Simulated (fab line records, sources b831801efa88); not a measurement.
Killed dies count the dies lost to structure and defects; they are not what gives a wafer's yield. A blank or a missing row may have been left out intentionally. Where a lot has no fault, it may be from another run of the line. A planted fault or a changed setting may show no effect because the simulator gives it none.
One fault seen from 2 desks || flow sky130 || only its own numbers are on each desk; what lay behind them is given at the end

THE TOOL OWNER'S DESK: cmp-02
The tool's own readings at SKY_CONTACT_CMP_04 (polishes SiO2): means of the sampled wafers that have a number, for each lot that ran on this tool. A lot is out of limits, marked OUT, if its mean lies more than 4 standard deviations from the usual mean; the brackets give that distance.
Columns: A = motor current A at SKY_CONTACT_CMP_04, usual 12.3 A; B = retaining ring pressure frac at SKY_CONTACT_CMP_04, usual 1.000; C = time to endpoint s at SKY_CONTACT_CMP_04, usual 84 s
{"lot": "L592", "first seen here": "day 30 15:36", "A": 12.3, "B": 1.000, "C": 79}
{"lot": "L593", "first seen here": "day 30 23:31", "A": 12.3, "B": 1.003, "C": 83}
{"lot": "L594", "first seen here": "day 31 16:02", "A": 13.0, "B": 0.995, "C": 81}
{"lot": "L595", "first seen here": "day 32 07:31", "A": 13.0, "B": 1.003, "C": 84}
{"lot": "L596", "first seen here": "day 32 08:04", "A": 13.0, "B": 1.002, "C": 87}
{"lot": "L597", "first seen here": "day 32 15:23", "A": 13.0, "B": 1.007, "C": 85}
{"lot": "L598", "first seen here": "day 32 23:40", "A": 12.8, "B": 0.995, "C": 85}
{"lot": "L599", "first seen here": "day 33 06:59", "A": 12.8, "B": 0.999, "C": 88}
{"lot": "L603", "first seen here": "day 34 22:55", "A": 12.8, "B": 0.996, "C": 87}
{"lot": "L605", "first seen here": "day 35 16:02", "A": 12.2, "B": 0.996, "C": 86}
This desk found nothing out of limits on any of the 10 lots.

FROM THE METROLOGY DESK
What the gauges read, lot by lot, whatever tool the lot ran on: means of the sampled wafers that have a number. A lot is out of limits, marked OUT, if its mean lies more than 4 standard deviations from the usual mean; the brackets give that distance.
Columns: A = METAL5_ALCU_RS at SKY_METAL5_RS_MEAS_05, usual 0.0271 ohm/sq
{"lot": "L592", "first seen here": "day 43 03:52", "A": 0.0267}
{"lot": "L593", "first seen here": "day 43 12:41", "A": 0.0269}
{"lot": "L594", "first seen here": "day 43 21:47", "A": 0.0268}
{"lot": "L595", "first seen here": "day 44 09:00", "A": 0.0271}
{"lot": "L596", "first seen here": "day 44 11:35", "A": 0.0274}
{"lot": "L597", "first seen here": "day 44 18:05", "A": 0.0272}
{"lot": "L598", "first seen here": "day 45 01:32", "A": 0.0273}
{"lot": "L599", "first seen here": "day 45 07:10", "A": 0.0271}
{"lot": "L603", "first seen here": "day 46 12:46", "A": 0.0271}
{"lot": "L605", "first seen here": "day 47 05:19", "A": 0.0275}
{"lot": "L607", "first seen here": "day 47 05:52", "A": 0.0275}
{"lot": "L613", "first seen here": "day 48 18:01", "A": 0.0271}
{"lot": "L614", "first seen here": "day 48 18:19", "A": 0.0267}
This desk found nothing out of limits on any of the 13 lots.

ALL TOGETHER
The tool owner's desk saw nothing out of limits.
Metrology desk: nothing out of limits seen.

WHAT THE SIMULATOR HAD INSERTED
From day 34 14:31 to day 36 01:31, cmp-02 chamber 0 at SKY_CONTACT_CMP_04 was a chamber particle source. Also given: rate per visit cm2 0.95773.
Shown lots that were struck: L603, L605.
